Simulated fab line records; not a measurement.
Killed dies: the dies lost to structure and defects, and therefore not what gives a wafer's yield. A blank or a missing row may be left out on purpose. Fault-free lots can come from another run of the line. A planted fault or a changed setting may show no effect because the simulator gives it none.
fab line records	flow gf180mcu	part 1 of 2: steps 1 to 26 of 35
record: lots: 5	wafers: 15	last-day: 33
route steps=602 shown SAB@274 SALICIDE@278 CONTACT@287
lots that met no fault: from a run of the same line without faults
start-h: start of the lot's first displayed wafer, in hours after the record's first day	wait-h: hours elapsed since this lot's preceding step	" identical to the entry in the row above	L1.1+2: several wafers, shown together as one row	- no value present, or no start provided	* or withheld: withheld	< > ~ a bound
route shown NAME@n: NAME is a module with steps in the file, n the number in the route of the first one	usual: mean and standard deviation over wafers with no fault	same: alike in all rows	chamber/n: place in a boat	sites: each site's reading	_std_site: how widely they spread, as a standard deviation	_edge_site: the outer-site mean with the inner-site mean subtracted	radius-mm: how far each site lies from the wafer's centre	mask NAME#n: copy n	behind: the most recent tool/chamber to have shaped the wafer	hold: the reason the lot was held/the length of the hold in hours/how it ended	device: which transistor (n, p or np) failed to switch	end of line: tests of these same wafers at the route's end	a step without rows: its recipe alone	killed: not the wafer's yield, but the dies lost to structure and defects at the first sort	map: a wafer's dies, x killed, . not, _ none there
set.NAME: the setting as run; set.NAME@STEP: as run at that earlier step	model.NAME: the simulator's own value behind a step, which no gauge read
lots at some steps of the route; a table a step, a row a wafer
services: when a tool's chamber went out of use (start-h, in hours from the record's first day, below 0 if earlier), for how many hours, and the reason
== steps ==
step: GF_SAB_OVL_MEAS_10
usual: SAB_OVL: 1.0/1.4
lot.wafer	tool	chamber	start-h	wait-h	SAB_OVL[nm]
L075.2	overlay-02	-	348.88	0.1	1.8
L075.3	"	-	"	"	2.6
L075.6	"	-	"	"	1.8
L077.2	overlay-01	-	364.13	0.1	2.2
L077.4	"	-	"	"	3.7
L077.5	"	-	"	"	2.0
L088.1	overlay-02	-	461.72	0.1	0.5
L088.3	"	-	"	"	2.6
L088.6	"	-	"	"	2.5
L089.1	overlay-01	-	471.12	0.1	1.2
L089.2	"	-	"	"	-0.4
L089.3	"	-	"	"	-0.2
L091.1	overlay-02	-	494.42	0.1	-1.4
L091.3	"	-	"	"	-0.2
L091.5	"	-	"	"	-0.7
step: GF_SAB_ETCH_11
recipe: chemistry: C4F8/O2/Ar	mask-material: NOVOLAK	target: SiO2	target-depth-nm: 55	source-w: 1500	bias-w: 1200	pressure-mtorr: 40	c4f8-flow-sccm: withheld	O2_flow_sccm: 6	Ar_flow_sccm: 300	time-s: 8.5
usual: chamber-pressure-mTorr: 40.00/0.035	oes-product-au: 1.003/0.016	rf-fwd-power-W: 1469/7.8
lot.wafer	tool	chamber	start-h	wait-h	chamber-pressure-mTorr	oes-product-au	rf-fwd-power-W	rf-hours-counter-h
L075.2	rie-diel-02	3	348.91	0.0	39.98	1.002	1468	108
L075.3	"	2	"	"	39.99	1.007	1462	10
L075.6	"	3	"	"	39.96	1.007	1462	-
L077.2	rie-diel-04	2	364.16	0.0	39.95	0.974	1480	104
L077.4	"	0	"	"	40.03	1.000	1462	33
L077.5	"	3	"	"	39.98	0.969	1490	-
L088.1	rie-diel-04	3	461.75	0.0	40.00	0.991	1481	56
L088.3	"	1	"	"	40.01	1.000	1474	35
L088.6	"	3	"	"	39.96	0.988	1478	-
L089.1	rie-diel-02	3	471.15	0.0	39.97	1.023	1471	1
L089.2	"	0	"	"	40.01	1.005	1462	16
L089.3	"	2	"	"	39.98	0.997	1475	12
L091.1	rie-diel-02	0	494.45	0.0	40.06	0.994	1464	17
L091.3	"	3	"	"	40.01	1.031	1466	2
L091.5	"	2	"	"	39.98	1.000	1470	-
step: GF_SAB_WET_ETCH_12
recipe: chemistry: dHF	target-depth-nm: 22	dry: n2-spin	target: SiO2	temp-c: 25	dilution: 100:1	time-s: 440
usual: temp-c: 25.02/0.12
lot.wafer	tool	chamber	start-h	wait-h	temp-c
L075.2	wet-bench-01	1	348.93	0.0	24.85
L075.3	"	1	"	"	25.03
L075.6	"	1	"	"	24.96
L077.2	wet-bench-01	3	364.18	0.0	25.07
L077.4	"	3	"	"	25.09
L077.5	"	3	"	"	24.99
L088.1	wet-bench-01	2	461.77	0.0	25.03
L088.3	"	2	"	"	25.05
L088.6	"	2	"	"	24.99
L089.1	wet-bench-03	3	471.17	0.0	25.10
L089.2	"	3	"	"	24.75
L089.3	"	3	"	"	25.16
L091.1	wet-bench-01	2	494.50	0.0	25.02
L091.3	"	2	"	"	25.02
L091.5	"	2	"	"	24.90
step: GF_SAB_STRIP_13
recipe: chemistry: O2/N2	power-w: 1400	pressure-mtorr: 1500	platen-temp-c: 250	o2-flow-sccm: 3000	n2-flow-sccm: 300	overash-fraction: 0.5
usual: chamber-pressure-mTorr: 1500.1/1.3	drypump-motor-current-A: 5.7/0.44	heater-power-w: 305/30	oes-product-au: 0.709/0.0053	strip-time-to-endpoint-s: 12.59/0.037
lot.wafer	tool	chamber	start-h	wait-h	chamber-pressure-mTorr	drypump-motor-current-A	heater-power-w	oes-product-au	rf-hours-counter-h	strip-time-to-endpoint-s
L075.2	plasma-asher-01	0	349.06	0.0	1498.2	6.2	252	0.711	24	12.54
L075.3	"	1	"	"	1499.1	5.1	333	0.713	-	12.57
L075.6	"	1	"	"	1499.1	5.1	330	0.712	-	12.60
L077.2	plasma-asher-03	0	364.31	0.0	1503.4	5.9	309	0.714	75	12.60
L077.4	"	1	"	"	1499.6	5.1	297	0.712	-	12.58
L077.5	"	1	"	"	1500.1	5.1	291	0.710	-	12.62
L088.1	plasma-asher-01	1	461.90	0.0	1500.1	5.1	328	0.705	37	12.68
L088.3	"	0	"	"	1498.5	6.2	237	0.707	-	12.67
L088.6	"	1	"	"	1499.8	5.1	339	0.705	-	12.66
L089.1	plasma-asher-03	0	471.31	0.0	1498.7	5.9	318	0.708	4	12.57
L089.2	"	1	"	"	1500.3	5.1	296	0.701	4	12.64
L089.3	"	1	"	"	1498.6	5.1	298	0.711	-	12.61
L091.1	plasma-asher-02	1	494.63	0.0	1500.4	6.1	325	0.713	67	12.58
L091.3	"	0	"	"	1502.5	5.7	299	0.715	-	12.58
L091.5	"	0	"	"	1499.7	5.6	302	0.704	-	12.61
step: GF_SALICIDE_CLEAN_00
recipe: chemistry: SC1/SC2	mix: 1:4:20	temp-c: 70	time-s: 150
usual: bath-guard-temp-C: 69.9/0.62	temp-c: 70.00/0.11
lot.wafer	tool	chamber	start-h	wait-h	bath-guard-temp-C	temp-c
L075.2	wet-bench-02	3	349.16	0.1	70.4	70.15
L075.3	"	3	"	"	70.2	69.98
L075.6	"	3	"	"	70.4	70.03
L077.2	wet-bench-03	0	364.41	0.1	69.5	69.95
L077.4	"	0	"	"	69.8	70.02
L077.5	"	0	"	"	69.7	69.96
L088.1	wet-bench-02	3	462.00	0.1	70.1	70.03
L088.3	"	3	"	"	69.8	69.96
L088.6	"	3	"	"	70.0	69.99
L089.1	wet-bench-04	0	471.41	0.1	69.9	69.89
L089.2	"	0	"	"	69.6	69.88
L089.3	"	0	"	"	69.7	69.85
L091.1	wet-bench-04	1	494.73	0.1	69.8	70.00
L091.3	"	1	"	"	69.9	69.85
L091.5	"	1	"	"	69.8	70.00
step: GF_SALICIDE_WET_ETCH_01
recipe: chemistry: dHF	target-depth-nm: 5	dry: ipa-marangoni	target: SiO2	temp-c: 25	dilution: 100:1	time-s: 100
usual: temp-c: 24.99/0.1
lot.wafer	tool	chamber	start-h	wait-h	temp-c
L075.2	wet-bench-04	0	349.22	0.0	24.94
L075.3	"	0	"	"	24.95
L075.6	"	0	"	"	24.87
L077.2	wet-bench-02	2	364.47	0.0	24.97
L077.4	"	2	"	"	25.08
L077.5	"	2	"	"	24.90
L088.1	wet-bench-03	3	462.05	0.0	24.89
L088.3	"	3	"	"	25.10
L088.6	"	3	"	"	24.98
L089.1	wet-bench-03	0	471.46	0.0	24.95
L089.2	"	0	"	"	25.17
L089.3	"	0	"	"	24.86
L091.1	wet-bench-04	0	494.78	0.0	25.02
L091.3	"	0	"	"	25.07
L091.5	"	0	"	"	25.04
step: GF_SALICIDE_SPUTTER_02
recipe: material: Co	target-thk-nm: 10	power-w: 1000	time-s: 20	chamber-pressure-pa: 0.4
usual: throttle-valve-pct: 29.6/1
lot.wafer	tool	chamber	start-h	wait-h	throttle-valve-pct
L075.2	pvd-sputter-04	-	349.25	0.0	27.9
L075.3	"	-	"	"	28.7
L075.6	"	-	"	"	28.6
L077.2	pvd-sputter-03	-	364.50	0.0	30.2
L077.4	"	-	"	"	30.0
L077.5	"	-	"	"	29.0
L088.1	pvd-sputter-04	-	462.09	0.0	28.5
L088.3	"	-	"	"	29.4
L088.6	"	-	"	"	27.8
L089.1	pvd-sputter-03	-	471.49	0.0	31.5
L089.2	"	-	"	"	30.2
L089.3	"	-	"	"	30.1
L091.1	pvd-sputter-01	-	494.81	0.0	29.1
L091.3	"	-	"	"	30.7
L091.5	"	-	"	"	29.2
step: GF_SALICIDE_SPUTTER_03
recipe: material: TiN	target-thk-nm: 20	power-w: 6500	time-s: 16.7	chamber-pressure-pa: 0.4
usual: throttle-valve-pct: 29.6/0.95
lot.wafer	tool	chamber	start-h	wait-h	throttle-valve-pct
L075.2	pvd-sputter-04	-	349.28	0.0	28.1
L075.3	"	-	"	"	28.7
L075.6	"	-	"	"	28.6
L077.2	pvd-sputter-03	-	364.53	0.0	30.2
L077.4	"	-	"	"	29.9
L077.5	"	-	"	"	29.0
L088.1	pvd-sputter-04	-	462.12	0.0	28.6
L088.3	"	-	"	"	29.0
L088.6	"	-	"	"	27.4
L089.1	pvd-sputter-03	-	471.52	0.0	31.1
L089.2	"	-	"	"	30.4
L089.3	"	-	"	"	29.9
L091.1	pvd-sputter-01	-	494.84	0.0	29.3
L091.3	"	-	"	"	30.2
L091.5	"	-	"	"	29.0
step: GF_SALICIDE_RS_MEAS_04
recipe: thk-meas-gauge: four-point-probe	reads: TiN_of_SALICIDE_SPUTTER_03+Co_of_SALICIDE_SPUTTER_02
usual: SALICIDE_TIN_RS: 16.2/0.3
lot.wafer	tool	chamber	start-h	wait-h	SALICIDE_TIN_RS[ohm/sq]
L075.2	film-metro-03	-	349.33	0.0	16.5
L075.3	"	-	"	"	16.1
L075.6	"	-	"	"	16.0
L077.2	film-metro-01	-	364.58	0.0	16.2
L077.4	"	-	"	"	16.2
L077.5	"	-	"	"	16.2
L088.1	film-metro-01	-	462.14	0.0	16.0
L088.3	"	-	"	"	16.4
L088.6	"	-	"	"	16.5
L089.1	film-metro-01	-	471.55	0.0	16.3
L089.2	"	-	"	"	16.0
L089.3	"	-	"	"	15.9
L091.1	film-metro-01	-	494.87	0.0	16.8
L091.3	"	-	"	"	16.5
L091.5	"	-	"	"	16.2
step: GF_SALICIDE_THK_MEAS_05
recipe: thk-meas-gauge: xrf	reads: TiN_of_SALICIDE_SPUTTER_03
usual: SALICIDE_TIN_THK: 19.94/0.29
lot.wafer	tool	chamber	start-h	wait-h	SALICIDE_TIN_THK[nm]
L075.2	film-metro-03	-	349.44	0.1	19.73
L075.3	"	-	"	"	20.05
L075.6	"	-	"	"	20.18
L077.2	film-metro-01	-	364.69	0.1	19.56
L077.4	"	-	"	"	19.49
L077.5	"	-	"	"	19.65
L088.1	film-metro-01	-	462.26	0.1	20.47
L088.3	"	-	"	"	20.34
L088.6	"	-	"	"	20.05
L089.1	film-metro-01	-	471.67	0.1	19.40
L089.2	"	-	"	"	19.67
L089.3	"	-	"	"	19.55
L091.1	film-metro-01	-	494.99	0.1	19.74
L091.3	"	-	"	"	19.68
L091.5	"	-	"	"	19.68
step: GF_SALICIDE_RTA_06
recipe: temp-c: 530	time-s: 30	ambient: N2
usual: chamber-o2-ppm: 1.996/0.023	lamp-power-pct: 5.9/0.62	wafer_temp_C_max: 532.7/0.64
lot.wafer	tool	chamber	start-h	wait-h	chamber-o2-ppm	lamp-power-pct	wafer_temp_C_max
L075.2	rtp-anneal-01	0	349.51	0.1	2.039	5.2	533.7
L075.3	"	0	"	"	1.947	5.2	532.8
L075.6	"	0	"	"	1.956	5.2	532.7
L077.2	rtp-anneal-01	0	364.75	0.1	1.997	5.2	532.4
L077.4	"	0	"	"	2.016	5.2	532.2
L077.5	"	0	"	"	1.992	5.2	533.3
L088.1	rtp-anneal-01	0	462.32	0.1	2.000	5.2	533.1
L088.3	"	0	"	"	1.984	5.2	532.9
L088.6	"	0	"	"	1.950	5.2	533.2
L089.1	rtp-anneal-02	0	471.73	0.1	2.001	6.5	532.7
L089.2	"	0	"	"	1.998	6.5	532.2
L089.3	"	0	"	"	2.008	6.5	532.6
L091.1	rtp-anneal-02	0	495.05	0.1	1.986	6.5	532.1
L091.3	"	0	"	"	1.996	6.5	531.8
L091.5	"	0	"	"	1.964	6.5	533.5
step: GF_SALICIDE_WET_ETCH_07
recipe: chemistry: SPM	target-depth-nm: 120	dry: n2-spin
lot.wafer	tool	chamber	start-h	wait-h
L075.2+3+6	wet-bench-02	1	349.59	0.1
L077.2+4+5	wet-bench-03	0	364.84	0.1
L088.1+3+6	wet-bench-04	3	462.42	0.1
L089.1+2+3	wet-bench-03	0	471.83	0.1
L091.1+3+5	wet-bench-02	3	495.15	0.1
step: GF_SALICIDE_RTA_08
recipe: temp-c: 800	time-s: 30	ambient: N2
usual: chamber-o2-ppm: 2.000/0.021	lamp-power-pct: 16.1/1.7	wafer_temp_C_max: 804.0/0.82
lot.wafer	tool	chamber	start-h	wait-h	chamber-o2-ppm	lamp-power-pct	wafer_temp_C_max
L075.2	rtp-anneal-02	0	349.71	0.0	1.972	18.0	803.0
L075.3	"	0	"	"	1.976	18.0	804.9
L075.6	"	0	"	"	2.000	17.9	803.8
L077.2	rtp-anneal-02	0	364.95	0.0	2.024	18.0	804.7
L077.4	"	0	"	"	2.015	18.0	803.8
L077.5	"	0	"	"	2.019	18.0	803.2
L088.1	rtp-anneal-02	0	462.52	0.0	2.005	18.0	802.2
L088.3	"	0	"	"	1.991	18.0	802.7
L088.6	"	0	"	"	2.031	18.0	803.4
L089.1	rtp-anneal-02	0	471.92	0.0	2.005	18.0	804.5
L089.2	"	0	"	"	1.981	18.0	804.6
L089.3	"	0	"	"	1.979	18.0	803.6
L091.1	rtp-anneal-01	0	495.24	0.0	1.958	14.5	804.2
L091.3	"	0	"	"	1.963	14.5	804.4
L091.5	"	0	"	"	2.009	14.5	804.5
step: GF_CONTACT_CVD_00
recipe: material: SiO2	target-thk-nm: 300	sigma-open-frac: 0.3	temp-c: 400	time-s: 50	sih4-flow-sccm: 60	pressure-mtorr: 6
lot.wafer	tool	chamber	start-h	wait-h
L075.2+3+6	hdpcvd-02	1,0,0	349.79	0.1
L077.2+4+5	hdpcvd-01	1,1,2	365.04	0.1
L088.1+3+6	hdpcvd-01	1,2,0	462.62	0.1
L089.1+2+3	hdpcvd-02	1,2,0	472.02	0.1
L091.1+3+5	hdpcvd-01	2,0,2	495.34	0.1
step: GF_CONTACT_THK_MEAS_01
recipe: reads: SiO2_of_CONTACT_CVD_00
usual: CONTACT_CVD_00_THK: 299/4
lot.wafer	tool	chamber	start-h	wait-h	CONTACT_CVD_00_THK[nm]
L075.2	film-metro-02	-	349.84	0.0	304
L075.3	"	-	"	"	294
L075.6	"	-	"	"	297
L077.2	film-metro-01	-	365.09	0.0	301
L077.4	"	-	"	"	299
L077.5	"	-	"	"	300
L088.1	film-metro-04	-	462.67	0.0	297
L088.3	"	-	"	"	298
L088.6	"	-	"	"	297
L089.1	film-metro-01	-	472.06	0.0	308
L089.2	"	-	"	"	304
L089.3	"	-	"	"	297
L091.1	film-metro-01	-	495.38	0.0	297
L091.3	"	-	"	"	295
L091.5	"	-	"	"	299
step: GF_CONTACT_CVD_02
recipe: material: SiO2	target-thk-nm: 860	precursor: TEOS	temp-c: 400	time-s: 95.992	rf-w: 600
usual: heater-power-w: 665/81	rf-fwd-power-W: 596.4/1.7
lot.wafer	tool	chamber	start-h	wait-h	heater-power-w	rf-fwd-power-W
L075.2	pecvd-01	0	349.89	0.0	799	596.1
L075.3	"	2	"	"	644	599.1
L075.6	"	1	"	"	657	598.0
L077.2	pecvd-04	0	365.14	0.0	729	597.0
L077.4	"	2	"	"	617	600.9
L077.5	"	0	"	"	587	597.6
L088.1	pecvd-04	2	462.73	0.1	614	597.4
L088.3	"	1	"	"	622	595.8
L088.6	"	2	"	"	695	597.8
L089.1	pecvd-03	1	472.12	0.1	715	592.7
L089.2	"	0	"	"	688	597.2
L089.3	"	2	"	"	627	599.9
L091.1	pecvd-04	1	495.44	0.1	538	598.5
L091.3	"	0	"	"	644	598.2
L091.5	"	0	"	"	698	597.3
step: GF_CONTACT_THK_MEAS_03
recipe: reads: SiO2_of_CONTACT_CVD_02
usual: CONTACT_CVD_02_THK: 856/12
lot.wafer	tool	chamber	start-h	wait-h	CONTACT_CVD_02_THK[nm]
L075.2	film-metro-04	-	349.97	0.0	845
L075.3	"	-	"	"	857
L075.6	"	-	"	"	863
L077.2	film-metro-01	-	365.22	0.0	846
L077.4	"	-	"	"	847
L077.5	"	-	"	"	852
L088.1	film-metro-04	-	462.83	0.1	850
L088.3	"	-	"	"	856
L088.6	"	-	"	"	850
L089.1	film-metro-01	-	472.19	0.0	866
L089.2	"	-	"	"	865
L089.3	"	-	"	"	861
L091.1	film-metro-04	-	495.51	0.0	853
L091.3	"	-	"	"	845
L091.5	"	-	"	"	857
step: GF_CONTACT_CMP_04
recipe: material: SiO2	down-force-psi: 4	platen-rpm: 60	pad-velocity-m-s: 0.94248
usual: motor-current-A: 11.7/1	time-to-endpoint-s: 112/6.9
lot.wafer	tool	chamber	start-h	wait-h	motor-current-A	time-to-endpoint-s
L075.3	cmp-01	1	350.07	0.1	11.4	113
L075.2	"	3	"	"	11.1	108
L075.6	"	1	"	"	12.3	111
L077.2	cmp-02	0	365.32	0.1	12.5	109
L077.4	"	2	"	"	12.4	112
L077.5	"	3	"	"	12.1	105
L088.3	cmp-02	2	462.89	0.0	11.8	113
L088.1	"	3	"	"	12.0	102
L088.6	"	3	"	"	12.2	105
L089.2	cmp-02	1	472.25	0.0	10.0	119
L089.1	"	2	"	"	11.7	122
L089.3	"	3	"	"	12.3	115
L091.3	cmp-02	3	495.67	0.1	12.2	106
L091.1	"	0	"	"	12.9	119
L091.5	"	2	"	"	12.0	116
step: GF_CONTACT_BOW_MEAS_05
recipe: mode: bow
usual: CONTACT_BOW: 66/6.7
lot.wafer	tool	chamber	start-h	wait-h	CONTACT_BOW[um]
L075.2	film-metro-02	-	350.34	0.1	68
L075.3	"	-	"	"	69
L075.6	"	-	"	"	67
L077.2	film-metro-04	-	365.59	0.2	63
L077.4	"	-	"	"	64
L077.5	"	-	"	"	63
L088.1	film-metro-01	-	463.19	0.2	68
L088.3	"	-	"	"	62
L088.6	"	-	"	"	61
L089.1	film-metro-01	-	472.55	0.2	77
L089.2	"	-	"	"	75
L089.3	"	-	"	"	67
L091.1	film-metro-04	-	495.87	0.1	70
L091.3	"	-	"	"	64
L091.5	"	-	"	"	79
step: GF_CONTACT_DEHYDRATE_06
recipe: temp-c: 200	time-s: 60
usual: heater-power-total-W: 160.38/0.13
lot.wafer	tool	chamber	start-h	wait-h	heater-power-total-W
L075.2	litho-track-02	0	360.67	10.3	160.37
L075.3	"	0	"	"	160.43
L075.6	"	0	"	"	160.25
L077.2	litho-track-02	0	376.02	10.4	160.57
L077.4	"	0	"	"	160.21
L077.5	"	0	"	"	160.37
L088.1	litho-track-03	0	475.01	11.8	160.19
L088.3	"	0	"	"	160.30
L088.6	"	0	"	"	160.34
L089.1	litho-track-02	0	484.15	11.6	160.38
L089.2	"	0	"	"	160.40
L089.3	"	0	"	"	160.47
L091.1	litho-track-02	0	506.90	11.0	160.55
L091.3	"	0	"	"	160.19
L091.5	"	0	"	"	160.50
step: GF_CONTACT_HMDS_07
recipe: prime-time-s: 60	prime-temp-c: 120
usual: prime-temp-c: 120.01/0.12
lot.wafer	tool	chamber	start-h	wait-h	prime-temp-c
L075.2	litho-track-02	0	360.82	0.1	120.04
L075.3	"	0	"	"	120.02
L075.6	"	0	"	"	120.15
L077.2	litho-track-02	0	376.17	0.1	120.09
L077.4	"	0	"	"	120.06
L077.5	"	0	"	"	120.05
L088.1	litho-track-03	0	475.16	0.1	120.00
L088.3	"	0	"	"	120.20
L088.6	"	0	"	"	120.22
L089.1	litho-track-02	0	484.30	0.1	119.91
L089.2	"	0	"	"	119.89
L089.3	"	0	"	"	119.93
L091.1	litho-track-02	0	507.05	0.1	120.21
L091.3	"	0	"	"	120.05
L091.5	"	0	"	"	120.13
step: GF_CONTACT_COAT_08
recipe: resist: BARC	temp-c: withheld	time-s: withheld	spin-rpm: withheld	resist-thk-nm: withheld
lot.wafer	tool	chamber	start-h	wait-h
L075.2+3+6	litho-track-02	0	360.97	0.1
L077.2+4+5	litho-track-02	0	376.32	0.1
L088.1+3+6	litho-track-03	0	475.31	0.1
L089.1+2+3	litho-track-02	0	484.45	0.1
L091.1+3+5	litho-track-02	0	507.20	0.1
step: GF_CONTACT_COAT_09
recipe: resist: KrF	spin-rpm: withheld	resist-thk-nm: 1000
lot.wafer	tool	chamber	start-h	wait-h
L075.2+3+6	litho-track-02	0	-	-
L077.2+4+5	litho-track-02	0	-	-
L088.1+3+6	litho-track-03	0	-	-
L089.1+2+3	litho-track-02	0	-	-
L091.1+3+5	litho-track-02	0	-	-
step: GF_CONTACT_SOFTBAKE_10
recipe: temp-c: 130	time-s: 60	resist: KrF
usual: heater-power-total-W: 93.05/0.061
lot.wafer	tool	chamber	start-h	wait-h	heater-power-total-W
L075.2	litho-track-02	0	-	-	93.07
L075.3	"	0	"	"	93.03
L075.6	"	0	"	"	93.08
L077.2	litho-track-02	0	-	-	93.10
L077.4	"	0	"	"	93.07
L077.5	"	0	"	"	93.11
L088.1	litho-track-03	0	-	-	93.05
L088.3	"	0	"	"	93.02
L088.6	"	0	"	"	92.92
L089.1	litho-track-02	0	-	-	93.09
L089.2	"	0	"	"	93.02
L089.3	"	0	"	"	93.13
L091.1	litho-track-02	0	-	-	93.06
L091.3	"	0	"	"	93.05
L091.5	"	0	"	"	92.96
step: GF_CONTACT_EXPOSE_11
recipe: mask-id: Contact	target-cd-nm: 220	na: 0.68	source-shape: conventional	sigma-outer: 0.6	dose-mj: 38
lot.wafer	tool	chamber	start-h	wait-h	mask
L075.2+3+6	krf-scanner-02	0	-	-	Contact#0
L077.2+4+5	krf-scanner-01	0	-	-	Contact#0
L088.1+3+6	krf-scanner-01	0	-	-	Contact#0
L089.1+2+3	krf-scanner-02	0	-	-	Contact#0
L091.1+3+5	krf-scanner-02	0	-	-	Contact#0
step: GF_CONTACT_PEB_12
recipe: peb-temp-c: 135	peb-time-s: 90	resist: KrF
usual: heater-power-total-W: 85.70/0.087
lot.wafer	tool	chamber	start-h	wait-h	heater-power-total-W
L075.2	litho-track-03	0	-	-	85.68
L075.3	"	0	"	"	85.83
L075.6	"	0	"	"	85.63
L077.2	litho-track-03	0	-	-	85.77
L077.4	"	0	"	"	85.73
L077.5	"	0	"	"	85.80
L088.1	litho-track-03	0	-	-	85.69
L088.3	"	0	"	"	85.54
L088.6	"	0	"	"	85.54
L089.1	litho-track-02	0	-	-	85.78
L089.2	"	0	"	"	85.60
L089.3	"	0	"	"	85.64
L091.1	litho-track-01	0	-	-	85.75
L091.3	"	0	"	"	85.56
L091.5	"	0	"	"	85.55
